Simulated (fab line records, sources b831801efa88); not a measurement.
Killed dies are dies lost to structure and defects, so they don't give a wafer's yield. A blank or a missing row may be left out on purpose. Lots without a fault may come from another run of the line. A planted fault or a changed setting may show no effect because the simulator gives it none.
Chamber matching | flow sfq_line | SFQ_TRILAYER_I1_VIA_ETCH_VIA_ETCH_052 on rie_diel-01: 4 sister chambers
The step etches SiO2 in CHF3, stops on Nb, target depth 260 nm. 14 wafers are shown with their chamber, then 7 later ones without.

WAFERS WITH THEIR CHAMBER
wafer  | chamber | bias_w (W) | oes_product_au (a.u.)
L968.1 | 0       | 80.07      | 0.858
L968.5 | 0       | 79.89      | 0.857
L968.6 | 1       | 80.20      | 0.850
L973.2 | 3       | 79.80      | 0.854
L973.3 | 0       | 80.12      | 0.848
L973.4 | 1       | 80.20      | 0.853
L979.1 | 0       | 80.06      | 0.859
L979.5 | 3       | 79.74      | 0.856
L979.6 | 0       | 80.10      | 0.849
L983.2 | 3       | 80.02      | 0.854
L983.4 | 2       | 80.30      | 0.858
L983.6 | 0       | 79.58      | 0.860
L984.1 | 2       | 80.06      | 0.845
L984.2 | 3       | 79.81      | 0.852

SIGNATURES (means of the wafers above)
reading        | chamber 0 | chamber 1 | chamber 2 | chamber 3 | scatter within a chamber
bias_w         | 79.9700   | 80.2000   | 80.1800   | 79.8425   | 0.17
oes_product_au | 0.85517   | 0.85150   | 0.85150   | 0.85400   | 0.00486
Rule: a wafer's distance from a chamber is the root of the sum, over the readings, of the square of ((its reading less the chamber's mean) divided by the reading's scatter). The wafer belongs to the nearest chamber; if the next one is less than 2 further off, it can't be placed. The scatter: the root of (the sum of the squares of (reading less its chamber's mean) over the shown wafers, divided by (wafers less chambers)).

WAFERS WITHOUT THEIR CHAMBER
wafer  | bias_w (W) | oes_product_au (a.u.)
L984.5 | 80.25      | 0.850
L985.1 | 80.21      | 0.855
L985.2 | 80.06      | 0.851
L985.5 | 79.89      | 0.849
L988.2 | 80.71      | 0.852
L988.4 | 79.70      | 0.854
L988.5 | 79.96      | 0.866

WHICH CHAMBER EACH WENT THROUGH
wafer  | from the rows above               | in truth
L984.5 | can't be placed: 1 or 2 or 0      | 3
L985.1 | can't be placed: 1 or 2 or 0 or 3 | 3
L985.2 | can't be placed: 2 or 1 or 0 or 3 | 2
L985.5 | can't be placed: 3 or 0 or 2 or 1 | 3
L988.2 | can't be placed: 1 or 2 or 0      | 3
L988.4 | can't be placed: 3 or 0           | 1
L988.5 | can't be placed: 0 or 3 or 2 or 1 | 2
Placed correctly: 0 of 7. Can't be placed from these rows: 7 (the true chamber is among the candidates in 4). Placed wrongly: 0.
